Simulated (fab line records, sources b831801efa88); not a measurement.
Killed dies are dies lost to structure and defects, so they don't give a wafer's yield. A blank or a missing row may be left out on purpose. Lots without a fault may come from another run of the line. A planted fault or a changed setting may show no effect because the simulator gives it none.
Which tool did it? | flow sfq_line | 14 lots, 42 wafers sampled, at 6 steps of a route of 325

WHAT THE GAUGES READ, wafer by wafer
SFQ_M0_RS_MEAS_904: measures by four-point-probe.
lot  | measured     | on            | M0_NB_RS (ohm/sq)
L771 | day 7 13:29  | film_metro-04 | 0.881 0.889 0.874
L772 | day 7 22:53  | film_metro-03 | 0.888 0.891 0.894
L775 | day 9 03:35  | film_metro-04 | 0.890 0.900 0.884
L776 | day 9 12:00  | film_metro-04 | 0.883 0.887 0.879
L781 | day 11 02:17 | film_metro-01 | 0.599 0.875 0.891 0.599 0.875 0.894
L782 | day 11 08:21 | film_metro-01 | 0.887 0.606 0.874 0.886 0.604 0.875
L784 | day 11 19:05 | film_metro-04 | 0.875 0.871 0.872
L786 | day 12 09:37 | film_metro-01 | 0.877 0.888 0.881
L787 | day 12 17:10 | film_metro-03 | 0.872 0.863 0.878
L788 | day 13 01:01 | film_metro-01 | 0.902 0.881 0.875
L789 | day 13 11:37 | film_metro-04 | 0.876 0.877 0.881
L790 | day 13 20:13 | film_metro-01 | 0.875 0.883 0.876
L793 | day 14 22:55 | film_metro-04 | 0.885 0.880 0.880
L794 | day 15 03:07 | film_metro-04 | 0.900 0.894 0.891

SFQ_M0_OVL_MEAS_906.
lot  | measured     | on         | M0_OVL (nm)
L771 | day 12 00:05 | overlay-01 | -2 -5 -2
L772 | day 12 09:49 | overlay-02 | -7 1 -4
L775 | day 13 20:11 | overlay-02 | -1 -8 4
L776 | day 14 02:11 | overlay-01 | -7 -3 -4
L781 | day 15 19:37 | overlay-01 | 8 5 7
L782 | day 16 03:52 | overlay-01 | 7 2 7
L784 | day 16 18:14 | overlay-01 | -2 2 -10
L786 | day 17 11:20 | overlay-01 | 2 -3 -10
L787 | day 17 17:31 | overlay-02 | 0 6 4
L788 | day 18 01:55 | overlay-02 | -4 0 -4
L789 | day 18 18:43 | overlay-02 | 2 5 4
L790 | day 19 03:55 | overlay-01 | 7 0 2
L793 | day 20 14:42 | overlay-01 | 6 -4 -7
L794 | day 20 21:54 | overlay-01 | -5 3 -4

SFQ_JJ_OVL_MEAS_931.
lot  | measured     | on         | J5_OVL (nm)
L771 | day 55 03:20 | overlay-01 | -5 -11 -7
L772 | day 55 06:56 | overlay-01 | 8 7 3
L775 | day 55 10:32 | overlay-01 | -6 -4 -4
L776 | day 60 03:24 | overlay-02 | -5 -4 0
L781 | day 60 17:47 | overlay-02 | 0 -5 -4
L782 | day 60 21:24 | overlay-01 | -11 -6 -10
L784 | day 61 02:11 | overlay-01 | 1 4 1
L786 | day 61 10:35 | overlay-02 | -2 -10 -6
L787 | day 61 16:36 | overlay-01 | -6 -4 -5
L788 | day 61 17:55 | overlay-01 | 3 1 -1
L789 | day 63 11:36 | overlay-02 | 0 2 -2
L790 | day 64 14:17 | overlay-02 | -8 -4 -6
L793 | day 65 20:07 | overlay-01 | -2 -5 -9
L794 | day 74 23:28 | overlay-02 | -6 -2 -4

WHICH TOOL RAN EACH LOT (tool, then ch and the chambers of the sampled wafers, then the start)
lot  | SFQ_TRILAYER_M0_DEP_SPUTTER_019 | SFQ_TRILAYER_M0_ETCH_METAL_ETCH_024 | SFQ_TRILAYER_JJ_TRILAYER_DEP_SPUTTER_110
L771 | pvd_sputter-04, day 7 13:23     | rie_metal-01 ch 0,1, day 12 00:11   | pvd_sputter-05, day 52 04:22
L772 | pvd_sputter-04, day 7 22:47     | rie_metal-04 ch 0,1, day 12 09:54   | pvd_sputter-06, day 53 14:02
L775 | pvd_sputter-05, day 9 03:29     | rie_metal-04 ch 0,1, day 13 20:17   | pvd_sputter-03, day 53 23:38
L776 | pvd_sputter-06, day 9 11:53     | rie_metal-04 ch 0,1, day 14 02:17   | pvd_sputter-06, day 55 13:59
L781 | pvd_sputter-06, day 11 02:12    | rie_metal-02 ch 0,1, day 15 19:42   | pvd_sputter-06, day 56 01:05
L782 | pvd_sputter-06, day 11 08:13    | rie_metal-02 ch 0,1, day 16 03:59   | pvd_sputter-05, day 56 04:05
L784 | pvd_sputter-05, day 11 19:00    | rie_metal-02 ch 0,1, day 16 18:20   | pvd_sputter-05, day 56 08:58
L786 | pvd_sputter-05, day 12 09:32    | rie_metal-02 ch 0, day 17 11:30     | pvd_sputter-03, day 56 19:07
L787 | pvd_sputter-04, day 12 17:03    | rie_metal-01 ch 0,1, day 17 17:36   | pvd_sputter-06, day 57 01:05
L788 | pvd_sputter-05, day 13 00:56    | rie_metal-04 ch 0,1, day 18 02:00   | pvd_sputter-05, day 61 12:52
L789 | pvd_sputter-04, day 13 11:30    | rie_metal-04 ch 0,1, day 18 18:48   | pvd_sputter-03, day 63 08:04
L790 | pvd_sputter-05, day 13 20:05    | rie_metal-02 ch 0,1, day 19 04:03   | pvd_sputter-06, day 64 10:37
L793 | pvd_sputter-06, day 14 22:49    | rie_metal-01 ch 0,1, day 20 14:48   | pvd_sputter-03, day 65 16:35
L794 | pvd_sputter-04, day 15 03:01    | rie_metal-02 ch 0,1, day 20 22:00   | pvd_sputter-06, day 69 21:31
- SFQ_TRILAYER_M0_DEP_SPUTTER_019: material Nb, target thk 200 nm, time 133.3 s.
- SFQ_TRILAYER_M0_ETCH_METAL_ETCH_024: etches Nb in Cl2/Ar, stops on SiO2, target depth 240 nm, time 120 s.
- SFQ_TRILAYER_JJ_TRILAYER_DEP_SPUTTER_110: material Al, target thk 8 nm, time 10 s.

WHAT THE TOOLS THEMSELVES READ (means of the sampled wafers that have a number; where no wafer has one, the mark that the record gives instead)
SFQ_TRILAYER_M0_DEP_SPUTTER_019.
lot  | tool           | chamber_pressure_pa (Pa) | throttle_valve_pct (%)
L771 | pvd_sputter-04 | 0.1334                   | 29.4
L772 | pvd_sputter-04 | 0.1335                   | 29.0
L775 | pvd_sputter-05 | 0.1334                   | 29.8
L776 | pvd_sputter-06 | 0.1333                   | 30.6
L781 | pvd_sputter-06 | 0.1334                   | 30.7
L782 | pvd_sputter-06 | 0.1332                   | 30.7
L784 | pvd_sputter-05 | 0.1333                   | 29.9
L786 | pvd_sputter-05 | 0.1332                   | 29.2
L787 | pvd_sputter-04 | 0.1334                   | 30.3
L788 | pvd_sputter-05 | 0.1334                   | 29.2
L789 | pvd_sputter-04 | 0.1332                   | 29.3
L790 | pvd_sputter-05 | 0.1332                   | 29.8
L793 | pvd_sputter-06 | 0.1333                   | 30.8
L794 | pvd_sputter-04 | 0.1332                   | 29.1

SFQ_TRILAYER_M0_ETCH_METAL_ETCH_024.
lot  | tool         | drypump_motor_current_A (A) | oes_product_au (a.u.)
L771 | rie_metal-01 | 5.60                        | 0.896
L772 | rie_metal-04 | 5.83                        | 0.886
L775 | rie_metal-04 | 5.83                        | 0.897
L776 | rie_metal-04 | 5.84                        | 0.897
L781 | rie_metal-02 | 5.47                        | 0.935
L782 | rie_metal-02 | 5.60                        | 0.935
L784 | rie_metal-02 | 5.60                        | 0.903
L786 | rie_metal-02 | 5.67                        | 0.902
L787 | rie_metal-01 | 5.60                        | 0.906
L788 | rie_metal-04 | 5.88                        | 0.898
L789 | rie_metal-04 | 5.83                        | 0.899
L790 | rie_metal-02 | 5.59                        | 0.899
L793 | rie_metal-01 | 5.58                        | 0.904
L794 | rie_metal-02 | 5.50                        | 0.892

SFQ_TRILAYER_JJ_TRILAYER_DEP_SPUTTER_110.
lot  | tool           | chamber_pressure_pa (Pa) | throttle_valve_pct (%)
L771 | pvd_sputter-05 | 0.4002                   | 29.4
L772 | pvd_sputter-06 | 0.3999                   | 30.8
L775 | pvd_sputter-03 | 0.4000                   | 29.6
L776 | pvd_sputter-06 | 0.3999                   | 30.7
L781 | pvd_sputter-06 | 0.3998                   | 30.7
L782 | pvd_sputter-05 | 0.3993                   | 29.2
L784 | pvd_sputter-05 | 0.4000                   | 29.4
L786 | pvd_sputter-03 | 0.4002                   | 29.8
L787 | pvd_sputter-06 | 0.4011                   | 30.6
L788 | pvd_sputter-05 | 0.3999                   | 29.2
L789 | pvd_sputter-03 | 0.3995                   | 29.5
L790 | pvd_sputter-06 | 0.4004                   | 30.9
L793 | pvd_sputter-03 | 0.4000                   | 29.6
L794 | pvd_sputter-06 | 0.4001                   | 30.8

THE ANSWER, worked out from the rows above alone
Rule: what is usual is taken from the lots themselves. Put in order of their means at a reading, lots are off if they are a third of the lots or fewer, leave a main group of 4 or more, and stand apart from it by a gap of 3 or more times the standard deviation of the main group's means; of several such gaps the widest counts. A main group whose means are all the same, to the digits that the tables above print for the reading, isn't used. A lot without any number at a reading at which 4 lots or more have one is off too. The other lots that the step has rows for count as sound. The gauges are gone through in route order, then the tools' own readings, and for those a lot's mean is taken as printed above. The first step at which some lot is off is used, and at that step the reading that is off furthest; a lot without a number counts as furthest.
Off: L781, L782, at SFQ_M0_RS_MEAS_904 (M0_NB_RS). The main group: mean 0.883 ohm/sq, standard deviation 0.007.
A tool fits if, at a process step before that reading, it ran every lot that is off, and no sound lot after the first of them. The gauges at SFQ_M0_RS_MEAS_904 aren't tried: what is off there is off at SFQ_TRILAYER_M0_ETCH_METAL_ETCH_024 too, on other tools, and a gauge's error can't cause that. None of those tried fits.

WHAT THE SIMULATOR HAD PUT IN
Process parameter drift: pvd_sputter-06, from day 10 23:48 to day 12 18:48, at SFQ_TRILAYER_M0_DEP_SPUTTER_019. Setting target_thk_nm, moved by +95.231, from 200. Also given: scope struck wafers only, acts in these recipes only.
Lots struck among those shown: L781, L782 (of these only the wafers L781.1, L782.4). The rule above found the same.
